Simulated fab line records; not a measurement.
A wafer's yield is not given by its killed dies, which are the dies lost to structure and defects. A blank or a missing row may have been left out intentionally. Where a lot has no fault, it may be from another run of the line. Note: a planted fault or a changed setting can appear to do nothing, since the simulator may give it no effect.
Lot-split experiment / flow sky130 / 5 lots, 15 wafers read, on a route of 708 steps

## SPLIT DETAILS
At SKY_CONTACT_COAT_08 (resist thk 60 nm), the setting spinRpm was moved away from the recipe's 3000 rpm on 3 of the 15 wafers read, by -6.0% to -2.5%. For the rest of the wafers, this setting stayed at what the recipe calls for.

## FROM THE SPLIT ON TO THE READING: in between, the file shows 1 step
- SKY_CONTACT_DEVELOP_13: develop time 60 s (also split here: developTimeS)

## THE READING
etch.depthNm (the simulator's own value, which no gauge read), in nm, at SKY_CONTACT_ETCH_16 (etches BARC in N2/H2, stops on SiO2, time 45.9 s, target depth 60 nm). The file gives no usual value for it. Here, 12 wafers ran the recipe; their average is 60.03 nm with a standard deviation of 0.2 nm.

wafer=L076.1; tool, chamber at the split=lithoTrack-03, 0; spinRpm as run, rpm=3000; against the recipe=recipe; etch.depthNm, nm=59.8; against lot-mates on the recipe=-
wafer=L076.5; tool, chamber at the split=lithoTrack-03, 0; spinRpm as run, rpm=2924; against the recipe=-2.5%; etch.depthNm, nm=60.74; against lot-mates on the recipe=+0.94
wafer=L080.1; tool, chamber at the split=lithoTrack-02, 0; spinRpm as run, rpm=3000; against the recipe=recipe; etch.depthNm, nm=60.16; against lot-mates on the recipe=-
wafer=L080.3; tool, chamber at the split=lithoTrack-02, 0; spinRpm as run, rpm=3000; against the recipe=recipe; etch.depthNm, nm=60.23; against lot-mates on the recipe=-
wafer=L080.4; tool, chamber at the split=lithoTrack-02, 0; spinRpm as run, rpm=3000; against the recipe=recipe; etch.depthNm, nm=60.23; against lot-mates on the recipe=-
wafer=L080.5; tool, chamber at the split=lithoTrack-02, 0; spinRpm as run, rpm=3000; against the recipe=recipe; etch.depthNm, nm=60.25; against lot-mates on the recipe=-
wafer=L080.6; tool, chamber at the split=lithoTrack-02, 0; spinRpm as run, rpm=3000; against the recipe=recipe; etch.depthNm, nm=60.06; against lot-mates on the recipe=-
wafer=L082.1; tool, chamber at the split=lithoTrack-03, 0; spinRpm as run, rpm=3000; against the recipe=recipe; etch.depthNm, nm=60.07; against lot-mates on the recipe=-
wafer=L082.3; tool, chamber at the split=lithoTrack-03, 0; spinRpm as run, rpm=3000; against the recipe=recipe; etch.depthNm, nm=60.17; against lot-mates on the recipe=-
wafer=L083.4; tool, chamber at the split=lithoTrack-01, 0; spinRpm as run, rpm=3000; against the recipe=recipe; etch.depthNm, nm=59.7; against lot-mates on the recipe=-
wafer=L083.5; tool, chamber at the split=lithoTrack-01, 0; spinRpm as run, rpm=3000; against the recipe=recipe; etch.depthNm, nm=59.89; against lot-mates on the recipe=-
wafer=L083.6; tool, chamber at the split=lithoTrack-01, 0; spinRpm as run, rpm=3000; against the recipe=recipe; etch.depthNm, nm=59.66; against lot-mates on the recipe=-
wafer=L085.3; tool, chamber at the split=lithoTrack-03, 0; spinRpm as run, rpm=3000; against the recipe=recipe; etch.depthNm, nm=60.09; against lot-mates on the recipe=-
wafer=L085.4; tool, chamber at the split=lithoTrack-03, 0; spinRpm as run, rpm=2819; against the recipe=-6.0%; etch.depthNm, nm=61.98; against lot-mates on the recipe=+1.89
wafer=L085.5; tool, chamber at the split=lithoTrack-03, 0; spinRpm as run, rpm=2819; against the recipe=-6.0%; etch.depthNm, nm=61.9; against lot-mates on the recipe=+1.81

FIT RESULTS
A straight line over all 15 wafers: etch.depthNm changes by -0.315 nm for each +1% of spinRpm; r = -0.96; the points scatter about the line by 0.2 nm.
The same after taking each lot's own level away (the mean of its wafers on the recipe; 15 wafers): -0.311 nm for each +1%; r = -0.99; scatter 0.082 nm.
The reading moves by 1.9 nm for the largest change in spinRpm, on that fit.
Across the lots, their own levels run from 59.750 to 60.186 nm, a range of 2.2 times the standard deviation given above.
Consequently the slope shifts little with the lot-to-lot level, the two slopes agreeing.
Check: with one of the wafers moved furthest among these (-6.0%) left out of the fit, the line predicts +1.87 nm for it against its lot-mates. Against them it came out at +1.89 nm.

## THESE WAFERS: OTHER SPLITS
Other splits were also applied to these wafers ahead of the reading. Each is held against what the fit with the lots' levels taken away leaves over:
other split on the same wafers=SKY_LOCAL_INTERCONNECT_ETCH_13 pressureMtorr; wafers away from the commonest value=9; r with etch.depthNm (lot level and that fit taken away)=+0.20
other split on the same wafers=SKY_CONTACT_HDPCVD_02 sih4FlowSccm; wafers away from the commonest value=3; r with etch.depthNm (lot level and that fit taken away)=-0.07
other split on the same wafers=SKY_CONTACT_DEVELOP_13 developTimeS; wafers away from the commonest value=6; r with etch.depthNm (lot level and that fit taken away)=+0.09

## FILE'S OWN FIT
etch.depthNm changes by -0.315 nm for each +1% of spinRpm, r = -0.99.
